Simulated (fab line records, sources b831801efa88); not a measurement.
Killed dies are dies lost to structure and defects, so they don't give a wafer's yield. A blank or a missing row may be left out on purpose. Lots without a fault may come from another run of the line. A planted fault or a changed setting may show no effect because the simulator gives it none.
fab line records | flow sky130
record lots=6 wafers=18 last_day=49
route steps=708 shown METAL2@483 PAD_OPEN@708
lots that met no fault: from a run of the same line without faults
start_h: hours from the record's first day to the start of the lot's first wafer shown | wait_h: hours since the lot's step before | " the same as in the row above | L1.1+2: a row that stands for several wafers | - no value, or no start given | * or withheld: withheld | < > ~ a bound
route shown NAME@n: a module of which the file shows steps, and the number in the route of the first | usual: mean/standard deviation of fault-free wafers | same: alike in all rows | chamber/n: place in a boat | sites: the reading at each site | _std_site: their standard deviation | _edge_site: outer sites' mean less inner sites' | radius_mm: how far each site lies from the wafer's centre | mask NAME#n: copy n | behind: the tool/chamber that last shaped the wafer | hold: why the lot was held/for how many hours/how that ended | device: the transistor (n, p or np) that didn't switch | end of line: the same wafers' tests at the end of the route | a step without rows: its recipe alone | killed: dies lost to structure and defects at the first sort, not the wafer's yield | map: a wafer's dies, x killed, . not, _ none there
set.NAME: the setting as run; set.NAME@STEP: as run at that earlier step | model.NAME: the simulator's own value behind a step, which no gauge read
lots at some steps of the route; a table a step, a row a wafer
services: from which hour (start_h, from the record's first day; less than 0 if before it) a tool's chamber was out of use, for how many hours, and why
## steps
# step SKY_METAL2_SPUTTER_00
# recipe material=Ti target_thk_nm=15 power_w=3000 time_s=10 chamber_pressure_pa=0.4
# step SKY_METAL2_SPUTTER_01
# recipe material=TiN target_thk_nm=20 power_w=6500 time_s=16.7 chamber_pressure_pa=0.4
# step SKY_METAL2_SPUTTER_02
# recipe material=AlCu target_thk_nm=250 power_w=10600 time_s=13.3 chamber_pressure_pa=0.4
# usual throttle_valve_pct=29.9/1.2
# columns lot.wafer tool chamber start_h wait_h throttle_valve_pct
L588.3 pvd_sputter-03 - 787.69 0.0 30.9
L588.4 " - " " 31.1
L588.6 " - " " 31.2
L590.3 pvd_sputter-02 - 811.73 0.0 29.7
L590.5 " - " " 29.5
L590.6 " - " " 29.9
L605.3 pvd_sputter-03 - 923.77 0.0 31.3
L605.5 " - " " 29.5
L605.6 " - " " 28.1
L606.3 pvd_sputter-04 - 927.22 0.0 28.5
L606.4 " - " " 31.8
L606.6 " - " " 31.8
L607.1 pvd_sputter-02 - 930.69 0.0 29.4
L607.4 " - " " 30.0
L607.5 " - " " 31.5
L608.1 pvd_sputter-03 - 935.68 0.0 31.1
L608.2 " - " " 29.9
L608.4 " - " " 28.2
# step SKY_METAL2_SPUTTER_03
# recipe material=Ti target_thk_nm=5 power_w=3000 time_s=3.3 chamber_pressure_pa=0.4
# usual throttle_valve_pct=29.9/1.2
# columns lot.wafer tool chamber start_h wait_h throttle_valve_pct
L588.3 pvd_sputter-03 - 787.72 0.0 30.7
L588.4 " - " " 31.1
L588.6 " - " " 31.3
L590.3 pvd_sputter-02 - 811.75 0.0 30.0
L590.5 " - " " 29.3
L590.6 " - " " 29.8
L605.3 pvd_sputter-03 - 923.79 0.0 31.3
L605.5 " - " " 29.8
L605.6 " - " " 28.5
L606.3 pvd_sputter-04 - 927.24 0.0 28.4
L606.4 " - " " 31.9
L606.6 " - " " 31.8
L607.1 pvd_sputter-02 - 930.71 0.0 29.4
L607.4 " - " " 30.0
L607.5 " - " " 31.3
L608.1 pvd_sputter-03 - 935.70 0.0 31.4
L608.2 " - " " 29.5
L608.4 " - " " 28.5
# step SKY_METAL2_SPUTTER_04
# recipe material=TiN target_thk_nm=70 power_w=6500 time_s=58.3 chamber_pressure_pa=0.4
# usual throttle_valve_pct=29.9/1.2
# columns lot.wafer tool chamber start_h wait_h throttle_valve_pct
L588.3 pvd_sputter-03 - 787.73 0.0 30.5
L588.4 " - " " 31.4
L588.6 " - " " 31.5
L590.3 pvd_sputter-02 - 811.77 0.0 30.1
L590.5 " - " " 29.1
L590.6 " - " " 30.0
L605.3 pvd_sputter-03 - 923.81 0.0 31.2
L605.5 " - " " 29.3
L605.6 " - " " 28.3
L606.3 pvd_sputter-04 - 927.26 0.0 28.3
L606.4 " - " " 31.8
L606.6 " - " " 31.8
L607.1 pvd_sputter-02 - 930.73 0.0 29.0
L607.4 " - " " 29.8
L607.5 " - " " 31.5
L608.1 pvd_sputter-03 - 935.72 0.0 31.2
L608.2 " - " " 29.7
L608.4 " - " " 28.1
# step SKY_METAL2_RS_MEAS_05
# recipe thk_meas_gauge=four-point-probe reads=TiN_of_METAL2_SPUTTER_04+Ti_of_METAL2_SPUTTER_03+AlCu_of_METAL2_SPUTTER_02+TiN_of_METAL2_SPUTTER_01+Ti_of_METAL2_SPUTTER_00
# usual METAL2_ALCU_RS=0.1265/0.0016
# columns lot.wafer tool chamber start_h wait_h METAL2_ALCU_RS[ohm/sq]
L588.3 film_metro-01 - 787.82 0.1 0.1263
L588.4 " - " " 0.1256
L588.6 " - " " 0.1259
L590.3 film_metro-03 - 811.86 0.1 0.1270
L590.5 " - " " 0.1258
L590.6 " - " " 0.1266
L605.3 film_metro-03 - 924.05 0.2 0.1259
L605.5 " - " " 0.1271
L605.6 " - " " 0.1271
L606.3 film_metro-02 - 927.35 0.1 0.1278
L606.4 " - " " 0.1249
L606.6 " - " " 0.1254
L607.1 film_metro-03 - 930.78 0.0 0.1250
L607.4 " - " " 0.1240
L607.5 " - " " 0.1246
L608.1 film_metro-01 - 935.77 0.0 0.1275
L608.2 " - " " 0.1270
L608.4 " - " " 0.1285
# step SKY_METAL2_THK_MEAS_06
# recipe thk_meas_gauge=xrf reads=AlCu_of_METAL2_SPUTTER_02
# usual METAL2_ALCU_THK=250/3.3
# columns lot.wafer tool chamber start_h wait_h METAL2_ALCU_THK[nm]
L588.3 film_metro-01 - 787.92 0.1 250
L588.4 " - " " 251
L588.6 " - " " 249
L590.3 film_metro-03 - 811.96 0.1 251
L590.5 " - " " 253
L590.6 " - " " 251
L605.3 film_metro-03 - 924.15 0.1 250
L605.5 " - " " 249
L605.6 " - " " 249
L606.3 film_metro-02 - 927.45 0.1 247
L606.4 " - " " 254
L606.6 " - " " 253
L607.1 film_metro-03 - 930.90 0.1 252
L607.4 " - " " 255
L607.5 " - " " 252
L608.1 film_metro-01 - 935.89 0.1 248
L608.2 " - " " 250
L608.4 " - " " 246
# step SKY_METAL2_DEHYDRATE_07
# recipe temp_c=200 time_s=60
# step SKY_METAL2_HMDS_08
# recipe prime_time_s=60 prime_temp_c=120
# step SKY_METAL2_COAT_09
# recipe resist=BARC temp_c=withheld time_s=withheld spin_rpm=3000 resist_thk_nm=60
# step SKY_METAL2_COAT_10
# recipe resist=KrF-thick spin_rpm=3000 resist_thk_nm=450
# step SKY_METAL2_SOFTBAKE_11
# recipe temp_c=100 time_s=90 resist=KrF-thick
# step SKY_METAL2_EXPOSE_12
# recipe mask_id=MM2 na=0.8 source_shape=annular sigma_inner=0.55 sigma_outer=0.85 target_cd_nm=140 dose_mj=28
# usual exposure_dose_mJ_cm2=28.01/0.038 stage_vel_mm_s=499.97/0.25
# same sigma_outer=0.85
# columns lot.wafer tool chamber start_h wait_h mask exposure_dose_mJ_cm2 stage_vel_mm_s
L588.3 krf_scanner-02 0 801.02 - MM2#0 27.92 500.19
L588.4 " 0 " " MM2#0 27.96 499.75
L588.6 " 0 " " MM2#0 27.95 500.43
L590.3 krf_scanner-01 0 823.87 - MM2#0 28.09 499.87
L590.5 " 0 " " MM2#0 28.07 499.93
L590.6 " 0 " " MM2#0 28.09 499.56
L605.3 krf_scanner-01 0 936.28 - MM2#0 25.92 499.87
L605.5 " 0 " " MM2#0 25.95 499.87
L605.6 " 0 " " MM2#0 25.96 499.28
L606.3 krf_scanner-01 0 940.90 - MM2#0 25.97 500.02
L606.4 " 0 " " MM2#0 25.94 499.77
L606.6 " 0 " " MM2#0 25.94 499.96
L607.1 krf_scanner-02 0 944.24 - MM2#0 28.04 499.95
L607.4 " 0 " " MM2#0 28.02 499.98
L607.5 " 0 " " MM2#0 27.98 499.98
L608.1 krf_scanner-02 0 948.56 - MM2#0 28.04 500.27
L608.2 " 0 " " MM2#0 28.00 499.99
L608.4 " 0 " " MM2#0 28.01 499.99
# step SKY_METAL2_PEB_13
# recipe peb_temp_c=withheld peb_time_s=withheld resist=KrF-thick
# step SKY_METAL2_DEVELOP_14
# recipe develop_time_s=60 resist=KrF-thick dev_temp_c=21
# step SKY_METAL2_CD_MEAS_15
# recipe target_cd_nm=140
# usual cd_nm=139.4/1.5
# columns lot.wafer tool chamber start_h wait_h cd_nm
L588.3 cd_sem-02 - 812.75 - 136.4
L588.4 " - " " 138.5
L588.6 " - " " 137.1
L590.3 cd_sem-01 - 837.88 - 141.1
L590.5 " - " " 141.1
L590.6 " - " " 141.7
L605.3 cd_sem-02 - 948.25 - 155.8
L605.5 " - " " 154.8
L605.6 " - " " 155.0
L606.3 cd_sem-02 - 951.78 - 154.0
L606.4 " - " " 154.3
L606.6 " - " " 153.6
L607.1 cd_sem-01 - 954.99 - 139.4
L607.4 " - " " 138.0
L607.5 " - " " 137.9
L608.1 cd_sem-02 - 959.81 - 137.8
L608.2 " - " " 138.5
L608.4 " - " " 139.0
# step SKY_METAL2_OVL_MEAS_16
# usual METAL2_OVL=-2/7
# columns lot.wafer tool chamber start_h wait_h METAL2_OVL[nm]
L588.3 overlay-01 - 812.84 0.1 2
L588.4 " - " " -2
L588.6 " - " " -8
L590.3 overlay-01 - 837.97 0.1 15
L590.5 " - " " 13
L590.6 " - " " 8
L605.3 overlay-02 - 948.34 0.1 3
L605.5 " - " " 5
L605.6 " - " " 7
L606.3 overlay-02 - 951.87 0.1 14
L606.4 " - " " 15
L606.6 " - " " 11
L607.1 overlay-01 - 955.11 0.1 -1
L607.4 " - " " -10
L607.5 " - " " -4
L608.1 overlay-02 - 959.93 0.1 -3
L608.2 " - " " -10
L608.4 " - " " -5
# step SKY_METAL2_DESCUM_17
# recipe chemistry=O2 source_power_w=150 bias_power_w=0 pressure_mtorr=10 temp_c=40 time_s=8
# usual chamber_pressure_mTorr=9.998/0.0085 drypump_motor_current_A=5.7/0.32 he_backside_leak_sccm=3.3/0.41 oes_product_au=0.995/0.011 temp_c=39.99/0.1
# columns lot.wafer tool chamber start_h wait_h chamber_pressure_mTorr drypump_motor_current_A he_backside_leak_sccm oes_product_au rf_hours_counter_h temp_c model.METAL2.cd_nm
L588.3 rie_metal-03 0 812.88 0.0 9.993 5.9 3.5 0.991 - 40.10 135.7
L588.4 " 1 " " 9.989 5.9 3.2 0.986 - 39.89 139.1
L588.6 " 0 " " 10.002 5.9 3.3 0.990 - 40.13 136.4
L590.3 rie_metal-03 1 838.00 0.0 10.003 6.0 4.0 0.993 - 40.09 141.1
L590.5 " 1 " " 9.998 6.0 3.3 0.995 - 40.12 141.1
L590.6 " 0 " " 9.997 5.9 3.6 1.002 - 40.03 141.4
L605.3 rie_metal-01 0 948.38 0.0 10.011 5.8 3.0 0.985 - 40.12 155.4
L605.5 " 1 " " 9.994 5.3 3.3 0.990 - 39.96 154.7
L605.6 " 0 " " 9.995 5.8 3.1 0.991 - 40.05 154.8
L606.3 rie_metal-03 0 951.90 0.0 9.990 5.9 3.5 0.993 - 40.05 154.2
L606.4 " 1 " " 9.986 6.0 3.1 1.001 - 39.84 154.1
L606.6 " 1 " " 9.999 6.0 3.2 0.989 - 39.90 154
L607.1 rie_metal-01 0 955.14 0.0 9.991 5.8 2.9 0.992 1 40.06 139.2
L607.4 " 0 " " 10.007 5.8 3.1 0.986 - 40.03 137.9
L607.5 " 0 " " 9.996 5.8 2.9 0.988 - 40.01 137.8
L608.1 rie_metal-01 1 959.97 0.0 9.985 5.3 3.0 0.972 19 40.18 137.6
L608.2 " 0 " " 9.993 5.8 2.9 0.982 1 39.89 138.8
L608.4 " 0 " " 10.008 5.8 3.0 0.984 - 39.96 139.3
# step SKY_METAL2_ETCH_18
# recipe chemistry=N2/H2 target=BARC ion_energy_ev=200 bias_w=100 pressure_mtorr=30 n2_flow_sccm=100 h2_flow_sccm=200 icp_w=500 stop_on=SiO2 time_s=45.9 target_depth_a=600
# usual chamber_pressure_mTorr=29.998/0.03 drypump_motor_current_A=5.7/0.32 he_backside_leak_sccm=3.30/0.25 oes_product_au=0.855/0.0048 throttle_valve_pct=13.226/0.0098
# columns lot.wafer tool chamber start_h wait_h chamber_pressure_mTorr drypump_motor_current_A he_backside_leak_sccm oes_product_au rf_hours_counter_h throttle_valve_pct
L588.3 rie_metal-03 0 812.92 0.0 30.048 5.9 3.68 0.852 - 13.214
L588.4 " 1 " " 30.051 6.0 3.19 0.850 - 13.222
L588.6 " 0 " " 29.999 5.9 3.57 0.855 - 13.212
L590.3 rie_metal-03 1 838.04 0.0 29.946 6.0 3.19 0.856 - 13.241
L590.5 " 1 " " 30.002 6.0 3.14 0.857 - 13.219
L590.6 " 0 " " 29.984 5.9 3.62 0.855 - 13.229
L605.3 rie_metal-01 0 948.42 0.0 29.991 5.8 2.91 0.849 - 13.233
L605.5 " 1 " " 30.021 5.3 3.28 0.859 - 13.215
L605.6 " 0 " " 29.989 5.8 3.03 0.857 - 13.233
L606.3 rie_metal-03 0 951.94 0.0 29.999 5.9 3.53 0.845 - 13.218
L606.4 " 1 " " 29.957 6.0 3.17 0.864 - 13.232
L606.6 " 1 " " 30.007 6.0 3.12 0.853 - 13.212
L607.1 rie_metal-01 0 955.17 0.0 29.970 5.8 5.30 0.851 1 13.219
L607.4 " 0 " " 29.979 5.8 3.29 0.857 - 13.222
L607.5 " 0 " " 30.024 5.8 3.05 0.849 - 13.221
L608.1 rie_metal-01 1 960.00 0.0 29.955 5.3 3.19 0.856 19 13.216
L608.2 " 0 " " 30.020 5.8 3.19 0.855 2 13.219
L608.4 " 0 " " 30.002 5.8 3.07 0.847 - 13.231
# step SKY_METAL2_METAL_ETCH_19
# recipe target_depth_a=3600 stop_on=SiO2 over_etch_frac=0.3 time_s=78 chemistry=Cl2/BCl3 resist_sidewall_deg=88 pressure_mtorr=10 icp_w=900 bias_w=48.5 Cl2_flow_sccm=60 bcl3_flow_sccm=30
# usual chamber_pressure_mTorr=10.001/0.0092 drypump_motor_current_A=5.7/0.32 he_backside_leak_sccm=3.27/0.19 oes_product_au=0.855/0.0055 throttle_valve_pct=22.265/0.0085
# columns lot.wafer tool chamber start_h wait_h chamber_pressure_mTorr drypump_motor_current_A he_backside_leak_sccm oes_product_au rf_hours_counter_h throttle_valve_pct model.METAL2.cd_nm
L588.3 rie_metal-03 0 812.99 0.1 9.997 5.8 3.45 0.855 - 22.266 137.7
L588.4 " 1 " " 10.001 6.0 3.13 0.861 - 22.279 137.6
L588.6 " 0 " " 9.998 5.9 3.49 0.857 - 22.264 139.6
L590.3 rie_metal-03 1 838.12 0.1 10.000 6.0 3.19 0.856 - 22.261 140.9
L590.5 " 1 " " 10.002 6.0 3.22 0.853 - 22.264 141.7
L590.6 " 0 " " 10.005 5.9 3.68 0.854 - 22.268 143.2
L605.3 rie_metal-01 0 948.49 0.1 10.003 5.8 2.95 0.847 - 22.274 159
L605.5 " 1 " " 9.982 5.3 3.47 0.851 - 22.276 154.1
L605.6 " 0 " " 9.985 5.8 3.20 0.853 - 22.270 159.5
L606.3 rie_metal-03 0 952.02 0.1 10.005 5.8 3.49 0.852 - 22.259 153.8
L606.4 " 1 " " 10.006 6.0 3.25 0.862 - 22.281 154.9
L606.6 " 1 " " 9.996 6.0 3.25 0.860 - 22.255 154.7
L607.1 rie_metal-01 0 955.24 0.0 10.014 5.8 3.04 0.859 1 22.267 143.5
L607.4 " 0 " " 10.006 5.8 2.87 0.855 - 22.256 141.4
L607.5 " 0 " " 9.999 5.8 2.97 0.855 - 22.277 142.3
L608.1 rie_metal-01 1 960.07 0.0 9.991 5.3 3.24 0.849 19 22.272 135.7
L608.2 " 0 " " 9.999 5.8 2.88 0.855 2 22.254 142.4
L608.4 " 0 " " 9.996 5.8 3.03 0.847 - 22.270 142.3
# step SKY_METAL2_STRIP_20
# recipe chemistry=O2/N2 power_w=1400 pressure_mtorr=1500 platen_temp_c=withheld o2_flow_sccm=3000 n2_flow_sccm=300 overash_fraction=0.5
# usual chamber_pressure_mTorr=1500.1/1.5 drypump_motor_current_A=5.8/0.33 oes_product_au=0.344/0.0048 strip_time_to_endpoint_s=2.73/0.049
# columns lot.wafer tool chamber start_h wait_h chamber_pressure_mTorr drypump_motor_current_A oes_product_au rf_hours_counter_h strip_time_to_endpoint_s
L588.3 plasma_asher-02 0 813.08 0.1 1500.3 6.2 0.340 - 2.75
L588.4 " 1 " " 1500.9 5.4 0.342 - 2.81
L588.6 " 0 " " 1498.0 6.2 0.343 - 2.69
L590.3 plasma_asher-01 0 838.21 0.1 1498.0 5.7 0.344 - 2.74
L590.5 " 1 " " 1501.1 6.2 0.345 - 2.74
L590.6 " 0 " " 1501.5 5.7 0.340 - 2.71
L605.3 plasma_asher-01 1 948.58 0.1 1499.1 6.1 0.348 - 2.74
L605.5 " 0 " " 1499.8 5.7 0.350 - 2.82
L605.6 " 1 " " 1500.3 6.1 0.346 - 2.77
L606.3 plasma_asher-04 0 952.11 0.1 1502.0 5.8 0.349 - 2.76
L606.4 " 1 " " 1499.5 5.4 0.349 - 2.77
L606.6 " 0 " " 1498.5 5.8 0.355 - 2.78
L607.1 plasma_asher-01 0 955.33 0.1 1498.5 5.7 0.349 21 2.77
L607.4 " 1 " " 1497.2 6.1 0.347 - 2.77
L607.5 " 0 " " 1500.2 5.7 0.350 - 2.79
L608.1 plasma_asher-02 1 960.16 0.1 1501.1 5.4 0.349 53 2.77
L608.2 " 0 " " 1501.1 6.3 0.351 53 2.76
L608.4 " 0 " " 1499.8 6.2 0.346 - 2.76
# step SKY_PAD_OPEN_PROBE_99
# columns lot.wafer tool chamber start_h wait_h model.etest.met2.width_nm model.etest.met2.line_ohm_um
L588.3 prober-01 - 1069.72 0.2 139.7 0.9147
L588.4 prober-01 - 1069.77 0.2 138.1 0.9173
L588.6 prober-01 - 1069.87 0.2 140.7 0.9152
L590.3 prober-01 - 1087.96 0.2 142.8 0.8987
L590.5 prober-01 - 1088.06 0.2 141.7 0.9009
L590.6 prober-01 - 1088.11 0.2 146.8 0.8722
L605.3 prober-02 - 1174.68 0.2 157.6 0.8119
L605.5 prober-02 - 1174.78 0.2 153.7 0.8428
L605.6 prober-02 - 1174.83 0.2 158.1 0.8129
L606.3 prober-01 - 1176.11 0.2 151.8 0.854
L606.4 prober-01 - 1176.16 0.2 152.1 0.8365
L606.6 prober-01 - 1176.26 0.2 151.8 0.8406
L607.1 prober-02 - 1178.08 0.1 143.3 0.8896
L607.4 prober-02 - 1178.23 0.2 139.3 0.9005
L607.5 prober-02 - 1178.28 0.2 140 0.9013
L608.1 prober-01 - 1178.86 0.1 138 0.9291
L608.2 prober-01 - 1178.91 0.1 136.4 0.9482
L608.4 prober-01 - 1179.01 0.2 141.5 0.9226
# killed by level:class
L588.3 FIELD_ISO:geometric_particle:short=9 VIA1:geometric_particle:open=9 VIA2:geometric_particle:open=9 CONTACT:geometric_particle:open=8 VIA2:geometric_particle:short=6 FIELD_ISO:geometric_particle:open=5 METAL2:geometric_particle:short=5 METAL1:geometric_particle:short=4
L588.4 VIA1:geometric_particle:open=7 VIA2:geometric_particle:short=6 METAL3:geometric_particle:short=6 FIELD_ISO:geometric_particle:short=5 FIELD_ISO:geometric_particle:open=5 CONTACT:geometric_particle:open=5 VIA3:geometric_particle:short=5 VIA1:geometric_particle:short=4
L588.6 VIA1:geometric_particle:open=9 CONTACT:geometric_particle:open=7 POLY_GATE:geometric_particle:short=5 VIA2:geometric_particle:open=5 POLY_GATE:geometric_particle:open=4 LI_CONTACT:geometric_particle:open=4 METAL3:geometric_particle:short=4 VIA3:geometric_particle:open=4
L590.3 CONTACT:geometric_particle:open=21 VIA1:geometric_particle:open=9 CONTACT:geometric_particle:short=7 METAL4:geometric_particle:short=6 FIELD_ISO:geometric_particle:open=5 METAL1:geometric_particle:short=5 FIELD_ISO:geometric_particle:short=4 VIA1:geometric_particle:short=4
L590.5 VIA1:geometric_particle:open=14 VIA3:geometric_particle:open=13 CONTACT:geometric_particle:open=6 CONTACT:geometric_particle:short=5 VIA1:geometric_particle:short=5 METAL1:geometric_particle:short=5 METAL2:geometric_particle:short=5 FIELD_ISO:geometric_particle:open=4
L590.6 VIA3:geometric_particle:open=9 FIELD_ISO:geometric_particle:short=6 METAL1:geometric_particle:short=6 LI_CONTACT:geometric_particle:open=6 VIA1:geometric_particle:short=6 POLY_GATE:geometric_particle:open=5 METAL2:geometric_particle:short=5 LOCAL_INTERCONNECT:geometric_particle:short=5
L607.1 VIA2:geometric_particle:open=10 CONTACT:geometric_particle:open=9 VIA1:geometric_particle:open=9 FIELD_ISO:geometric_particle:open=7 LOCAL_INTERCONNECT:geometric_particle:short=7 METAL1:geometric_particle:short=7 VIA2:geometric_particle:short=7 VIA3:geometric_particle:open=6
L607.4 METAL2:geometric_particle:short=9 VIA3:geometric_particle:open=7 LI_CONTACT:geometric_particle:open=6 METAL1:geometric_particle:short=6 VIA2:geometric_particle:open=6 VIA2:geometric_particle:short=5 CONTACT:geometric_particle:open=5 VIA3:geometric_particle:short=5
L607.5 VIA1:geometric_particle:open=12 VIA3:geometric_particle:open=12 CONTACT:geometric_particle:open=11 CONTACT:geometric_particle:short=7 METAL1:geometric_particle:short=7 VIA1:geometric_particle:short=6 LOCAL_INTERCONNECT:geometric_particle:short=5 VIA2:geometric_particle:open=5
L608.1 VIA1:geometric_particle:open=9 VIA2:geometric_particle:open=7 LI_CONTACT:geometric_particle:open=6 VIA1:geometric_particle:short=6 LOCAL_INTERCONNECT:geometric_particle:short=5 CONTACT:geometric_particle:open=5 VIA2:geometric_particle:short=5 METAL1:geometric_particle:short=5
L608.2 CONTACT:geometric_particle:open=12 VIA2:geometric_particle:open=9 VIA3:geometric_particle:open=8 VIA1:geometric_particle:open=6 FIELD_ISO:geometric_particle:short=5 VIA1:geometric_particle:short=5 POLY_GATE:geometric_particle:short=4 LI_CONTACT:geometric_particle:open=4
L608.4 VIA1:geometric_particle:open=9 VIA3:geometric_particle:open=8 CONTACT:geometric_particle:open=7 LI_CONTACT:geometric_particle:open=6 METAL1:geometric_particle:short=6 CONTACT:geometric_particle:short=5 METAL2:geometric_particle:short=5 VIA2:geometric_particle:open=5
## services
# columns tool chamber start_h hours kind
krf_scanner-02 - 769.18 4.0 pm
krf_scanner-02 - 776.66 2.2 repair
pvd_sputter-04 - 783.67 8.1 repair
krf_scanner-02 - 784.69 1.0 pm
pvd_sputter-03 - 789.45 3.3 repair
krf_scanner-01 - 820.54 0.8 pm
krf_scanner-02 - 824.29 0.8 pm
krf_scanner-01 - 827.67 7.0 repair
rie_metal-01 0 832.89 21.3 repair
plasma_asher-01 - 838.92 3.3 repair
krf_scanner-02 - 846.94 0.7 repair
krf_scanner-01 - 857.82 0.2 repair
krf_scanner-02 - 869.58 1.3 pm
rie_metal-01 - 870.58 0.6 repair
krf_scanner-02 - 883.38 4.3 repair
pvd_sputter-04 - 883.74 1.3 repair
krf_scanner-01 - 887.73 3.6 pm
krf_scanner-01 - 891.28 1.3 pm
plasma_asher-04 - 895.30 5.5 repair
krf_scanner-01 - 918.97 1.0 pm
rie_metal-01 - 935.88 0.3 repair
krf_scanner-02 - 946.65 1.0 pm
pvd_sputter-03 - 951.90 0.8 repair
pvd_sputter-04 - 953.45 2.4 repair
## key
first_sign step=SKY_METAL2_EXPOSE_12 reading=exposure_dose_mJ_cm2 direction=down sigmas=55 usual=* struck=*
effect step=SKY_METAL2_CD_MEAS_15 reading=cd_nm direction=up sigmas=9.8 usual=139.4 struck=154.6
model_effect step=SKY_METAL2_DESCUM_17 value=METAL2.cd_nm without=139.4 struck=154.5
model_effect step=SKY_METAL2_METAL_ETCH_19 value=METAL2.cd_nm without=140.8 struck=156
model_effect step=SKY_PAD_OPEN_PROBE_99 value=etest.met2.width_nm without=139 struck=154.2
met_at SKY_METAL2_EXPOSE_12
struck_wafers L605.3,L605.5,L605.6,L606.3,L606.4,L606.6
sort_left_out L605.3,L605.5,L605.6,L606.3,L606.4,L606.6
onset_between 823.87 936.28
fault kind=process_parameter_drift tool=krf_scanner-01 chamber=- onset_h=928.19 steps=SKY_METAL2_EXPOSE_12 channel=dose_mj offset=-2.1059 shape=step acts_in=these_recipes_only stated=28
# sort_left_out: the simulated sort isn't trusted on such a fault, so these wafers' sort isn't shown, and their yield isn't known
